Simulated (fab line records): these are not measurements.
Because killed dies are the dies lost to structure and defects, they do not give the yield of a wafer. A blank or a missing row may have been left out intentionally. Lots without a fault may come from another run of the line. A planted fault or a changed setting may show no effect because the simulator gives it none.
Which tool is to blame? + flow gf180mcu + 13 lots with 39 wafers sampled at 3 steps, on a route of 602 steps

== WHAT EACH GAUGE READ, for each wafer ==
GF_DNWELL_TW_MEAS_09. Usual: DNWELL_TW typically reads 1346, with standard deviation 6.1.
| lot  | measured    | on            | DNWELL_TW      | flag |
|------|-------------|---------------|----------------|------|
| L505 | day 2 18:37 | film metro-03 | 1353 1340 1346 |      |
| L506 | day 3 02:56 | film metro-01 | 1350 1340 1353 |      |
| L507 | day 3 04:40 | film metro-02 | 1350 1346 1347 |      |
| L508 | day 3 10:07 | film metro-01 | 1334 1336 1336 |      |
| L509 | day 3 18:02 | film metro-03 | 1350 1348 1358 |      |
| L510 | day 3 21:17 | film metro-03 | 1342 1345 1346 |      |
| L512 | day 4 08:59 | film metro-03 | 1353 1351 1346 |      |
| L513 | day 4 12:01 | film metro-02 | 1340 1333 1344 |      |
| L518 | day 5 14:52 | film metro-03 | 1354 1348 1353 |      |
| L521 | day 6 09:44 | film metro-02 | 1332 1340 1332 |      |
| L524 | day 6 22:35 | film metro-01 | 1351 1357 1354 |      |
| L525 | day 7 05:26 | film metro-02 | 1343 1342 1342 |      |
| L528 | day 8 01:25 | film metro-01 | 1341 1346 1341 |      |

GF_POLY_GATE_CD_MEAS_10: the cd target is 280 nm. Usual: cd nm reads 280.1 nm (standard deviation 1).
| lot  | measured     | on        | cd nm (nm)        | flag |
|------|--------------|-----------|-------------------|------|
| L505 | day 9 00:29  | cd sem-02 | 278.9 279.4 279.5 |      |
| L506 | day 9 11:46  | cd sem-02 | 280.0 281.2 280.6 |      |
| L507 | day 9 15:04  | cd sem-02 | 281.0 280.5 280.9 |      |
| L508 | day 9 22:36  | cd sem-01 | 278.7 279.0 278.4 |      |
| L509 | day 10 09:23 | cd sem-02 | 278.0 279.0 280.1 |      |
| L510 | day 10 14:40 | cd sem-02 | 280.3 280.8 280.3 |      |
| L512 | day 11 08:56 | cd sem-02 | 280.4 280.3 280.3 |      |
| L513 | day 11 10:49 | cd sem-01 | 278.5 278.3 279.8 |      |
| L518 | day 12 22:22 | cd sem-02 | 283.2 282.4 282.7 |      |
| L521 | day 14 03:29 | cd sem-01 | 281.0 280.0 281.5 |      |
| L524 | day 14 22:55 | cd sem-01 | 280.3 281.1 281.3 |      |
| L525 | day 15 09:04 | cd sem-01 | 281.0 280.8 281.0 |      |
| L528 | day 16 05:52 | cd sem-01 | 281.0 279.4 279.2 |      |

== TOOL THAT RAN EACH LOT (tool first, then ch and the chambers of the sampled wafers, then the start) ==
| lot  | GF_DNWELL_EXPOSE_04                |
|------|------------------------------------|
| L505 | iline stepper-02 ch 0, day 2 12:28 |
| L506 | iline stepper-01 ch 0, day 2 21:10 |
| L507 | iline stepper-01 ch 0, day 2 22:18 |
| L508 | iline stepper-01 ch 0, day 3 04:01 |
| L509 | iline stepper-01 ch 0, day 3 11:41 |
| L510 | iline stepper-02 ch 0, day 3 14:50 |
| L512 | iline stepper-01 ch 0, day 4 02:25 |
| L513 | iline stepper-01 ch 0, day 4 05:43 |
| L518 | iline stepper-01 ch 0, day 5 07:51 |
| L521 | iline stepper-01 ch 0, day 6 02:29 |
| L524 | iline stepper-01 ch 0, day 6 14:58 |
| L525 | iline stepper-01 ch 0, day 6 21:23 |
| L528 | iline stepper-01 ch 0, day 7 17:01 |
- GF_DNWELL_EXPOSE_04: exposes mask DNWELL, target cd 1700 nm.

== AS READ BY THE TOOLS THEMSELVES (means over the sampled wafers that have a number; for cases with no such wafer, the mark the record gives instead) ==
GF_DNWELL_EXPOSE_04. Usual: focus offset nm reads 0.0 nm (standard deviation 0.55).
| lot  | tool             | focus offset nm (nm) | flag |
|------|------------------|----------------------|------|
| L505 | iline stepper-02 | -0.2                 |      |
| L506 | iline stepper-01 | 0.6                  |      |
| L507 | iline stepper-01 | 0.5                  |      |
| L508 | iline stepper-01 | 0.5                  |      |
| L509 | iline stepper-01 | -0.2                 |      |
| L510 | iline stepper-02 | 0.3                  |      |
| L512 | iline stepper-01 | -0.3                 |      |
| L513 | iline stepper-01 | -0.2                 |      |
| L518 | iline stepper-01 | 0.9                  |      |
| L521 | iline stepper-01 | -0.1                 |      |
| L524 | iline stepper-01 | -0.1                 |      |
| L525 | iline stepper-01 | 0.2                  |      |
| L528 | iline stepper-01 | 0.1                  |      |

== THE ANSWER, worked out from the rows above alone ==
Rule: lot off if the mean of its wafers having a number is beyond 3 standard deviations from the usual mean. Also off: a lot with no number at a reading for which 4 or more lots have one. Where the step has rows for the other lots, those lots are counted as sound. After the gauges, taken in route order, come the tools' own readings; for these a lot's mean is taken, as printed above. The first step at which some lot is off is used, and at that step the reading that is off furthest; a lot without a number counts as furthest.
No lot is off at any reading shown: from this, nothing can be told.

== WHAT THE SIMULATOR HAD INSERTED ==
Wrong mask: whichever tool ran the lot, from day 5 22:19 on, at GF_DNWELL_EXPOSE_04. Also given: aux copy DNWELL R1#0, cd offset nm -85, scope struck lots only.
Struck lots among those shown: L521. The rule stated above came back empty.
